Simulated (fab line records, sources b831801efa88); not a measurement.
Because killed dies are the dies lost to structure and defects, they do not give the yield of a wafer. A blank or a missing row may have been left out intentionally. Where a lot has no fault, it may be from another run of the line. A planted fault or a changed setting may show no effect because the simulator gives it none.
Which of the tools did it?	flow sky130	13 lots with 39 wafers sampled at 3 steps, on a route of 708 steps

WHAT THE GAUGES READ, wafer by wafer
SKY_FIELD_ISO_THK_MEAS_04.
lot	measured	on	FIELD_ISO_CVD_03_THK (nm)
L596	day 1 21:30	film_metro-04	165.3 165.7 164.1
L595	day 1 21:31	film_metro-03	164.7 164.2 166.1
L597	day 2 02:47	film_metro-01	164.6 163.7 163.6
L598	day 2 05:37	film_metro-01	163.4 163.2 162.7
L599	day 2 09:30	film_metro-04	165.2 166.2 164.4
L600	day 2 15:47	film_metro-03	167.1 167.2 166.4
L601	day 2 21:34	film_metro-01	167.8 167.6 166.5
L602	day 3 01:53	film_metro-04	164.7 165.1 164.7
L607	day 4 02:51	film_metro-04	164.9 164.6 165.3
L614	day 5 13:43	film_metro-03	164.5 166.3 165.8
L615	day 5 18:47	film_metro-01	163.7 163.3 164.1
L616	day 5 22:29	film_metro-01	164.0 163.3 164.1
L617	day 6 04:22	film_metro-03	167.2 165.7 165.2

SKY_VT_ADJUST_HVTR_CD_MEAS_07 targets a cd of 380 nm.
lot	measured	on	cd_nm (nm)
L596	day 9 20:54	cd_sem-01	376.6 378.2 379.1
L595	day 9 21:52	cd_sem-01	381.2 382.7 381.1
L597	day 10 02:36	cd_sem-02	381.7 379.7 379.1
L598	day 10 03:11	cd_sem-02	382.4 380.8 379.5
L599	day 10 10:02	cd_sem-01	376.7 381.1 377.0
L600	day 10 21:12	cd_sem-02	378.0 381.5 379.0
L601	day 11 08:34	cd_sem-02	377.8 380.5 378.7
L602	day 11 19:51	cd_sem-01	374.6 376.6 378.4
L607	day 13 07:55	cd_sem-02	383.6 381.1 381.3
L614	day 15 07:49	cd_sem-01	381.4 378.2 379.6
L615	day 15 14:04	cd_sem-01	374.6 375.6 376.6
L616	day 15 16:42	cd_sem-02	375.3 377.5 377.3
L617	day 16 00:20	cd_sem-02	381.1 379.4 377.9

TOOL THAT RAN EACH LOT (tool first, then ch and the chambers of the sampled wafers, then the start)
lot	SKY_NWELL_DEVELOP_22
L596	litho_track-02 ch 0, day 5 14:00
L595	litho_track-03 ch 0, day 5 16:00
L597	litho_track-04 ch 0, day 5 20:00
L598	litho_track-03 ch 0, day 5 21:00
L599	litho_track-04 ch 0, day 6 00:00
L600	litho_track-03 ch 0, day 6 10:00
L601	litho_track-02 ch 0, day 6 19:00
L602	litho_track-03 ch 0, day 7 03:00
L607	litho_track-04 ch 0, day 8 12:00
L614	litho_track-02 ch 0, day 10 04:00
L615	litho_track-04 ch 0, day 10 10:00
L616	litho_track-02 ch 0, day 10 12:00
L617	litho_track-04 ch 0, day 10 18:00
- SKY_NWELL_DEVELOP_22: develop time 60 s.

WHAT THE TOOLS THEMSELVES READ (means of the sampled wafers that have a number; where no wafer has one, the mark that the record gives instead)
SKY_NWELL_DEVELOP_22.
lot	tool	developer_temp_C (C)	resist_line_temp_C (C)
L596	litho_track-02	22.93	23.01
L595	litho_track-03	22.88	23.07
L597	litho_track-04	22.90	22.93
L598	litho_track-03	23.04	22.85
L599	litho_track-04	23.27	23.13
L600	litho_track-03	22.98	23.11
L601	litho_track-02	22.93	22.99
L602	litho_track-03	23.12	23.13
L607	litho_track-04	23.02	22.95
L614	litho_track-02	25.28	22.98
L615	litho_track-04	22.98	22.94
L616	litho_track-02	25.26	23.11
L617	litho_track-04	23.14	23.04

THE ANSWER, worked out from the rows above alone
Rule: usual is defined by the lots themselves. The widest of any qualifying gaps counts: lots, ordered by their means at a reading, are off when they make up no more than a third of the lots, leave a main group of 4 or more, and stand apart from it by 3 or more times the standard deviation of that group's means. The tables above print the reading to a certain number of digits; a main group whose means all agree to those digits is not used. Also off: a lot with no number at a reading for which 4 or more lots have one. Where the step has rows for the other lots, those lots are counted as sound. After the gauges, taken in route order, come the tools' own readings; for these a lot's mean is taken, as printed above. At the first step where some lot is off, the reading lying furthest off is the one used; lots without a number count as furthest.
Off: L614, L616, at SKY_NWELL_DEVELOP_22 (developer_temp_C). Mean 23.02 C and standard deviation 0.11 in the main group.
A tool fits if, at that step or a process step before it, it ran every lot that is off, and no sound lot after the first of them. One fits: litho_track-02 at SKY_NWELL_DEVELOP_22. Its last sound lot is L601 (day 6 19:00), its first lot that is off L614 (day 10 04:00): a fault that began between those two fits.
The tool's own readings at SKY_NWELL_DEVELOP_22 bear it out: on the lots that are off they differ by more than 5 times the standard deviation of the sound lots' means. developer_temp_C reads 25.27 C there against 23.02 C on the sound lots.

WHAT HAD BEEN PUT IN BY THE SIMULATOR
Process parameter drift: litho_track-02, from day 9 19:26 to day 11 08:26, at SKY_NWELL_DEVELOP_22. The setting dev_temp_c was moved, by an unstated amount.
Shown lots that were struck: L614, L616. This agrees with what the rule above found.
